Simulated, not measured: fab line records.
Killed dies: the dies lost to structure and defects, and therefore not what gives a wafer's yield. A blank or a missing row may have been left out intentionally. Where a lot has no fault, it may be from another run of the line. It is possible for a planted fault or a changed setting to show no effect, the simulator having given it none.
Chamber matching :: flow sky130 :: SKY_VIA2_CMP_24 on cmp-02 has 4 sister chambers
The step polishes, stops on SiO2, t overpolish 20 s, target thk 0 nm. 4 wafers are shown with their chamber, then 7 later ones without.

EACH WAFER AND ITS CHAMBER
wafer: L506.2
chamber: 1
motor current A (A): 11.8

wafer: L506.5
chamber: 0
motor current A (A): 11.5

wafer: L511.2
chamber: 3
motor current A (A): 13.0

wafer: L511.3
chamber: 2
motor current A (A): 11.8

WAFERS WITH NO CHAMBER GIVEN
wafer: L511.4
motor current A (A): 12.1

wafer: L513.1
motor current A (A): 12.6

wafer: L513.3
motor current A (A): 10.7

wafer: L513.5
motor current A (A): 11.5

wafer: L514.1
motor current A (A): 10.6

wafer: L514.2
motor current A (A): 12.5

wafer: L514.5
motor current A (A): 11.6

WHICH CHAMBER EACH WENT THROUGH
wafer: L511.4
from the rows above: can't be placed: 1 or 2 or 0 or 3
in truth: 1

wafer: L513.1
from the rows above: can't be placed: 3 or 1 or 2 or 0
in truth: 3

wafer: L513.3
from the rows above: can't be placed: 0 or 1 or 2
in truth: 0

wafer: L513.5
from the rows above: can't be placed: 0 or 1 or 2
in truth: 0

wafer: L514.1
from the rows above: can't be placed: 0 or 1 or 2
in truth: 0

wafer: L514.2
from the rows above: can't be placed: 3 or 1 or 2 or 0
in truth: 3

wafer: L514.5
from the rows above: can't be placed: 0 or 1 or 2
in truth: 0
Correctly placed: 0 of 7. Not placeable from these rows: 7 (in 7, the candidates include the true chamber). Number placed wrongly: 0.
How it was worked out, from the rows above alone: a wafer's distance from a chamber is the root of the sum, over the readings, of the square of ((its reading less the chamber's mean) divided by the reading's scatter). The wafer belongs to the nearest chamber; if the next one is less than 2 further off, it can't be placed. For every chamber, the mean is computed from those of its wafers that are shown. The scatter (one wafer shown for each chamber): square how far every hidden wafer sits from the nearest shown wafer, average those squares and take the square root.
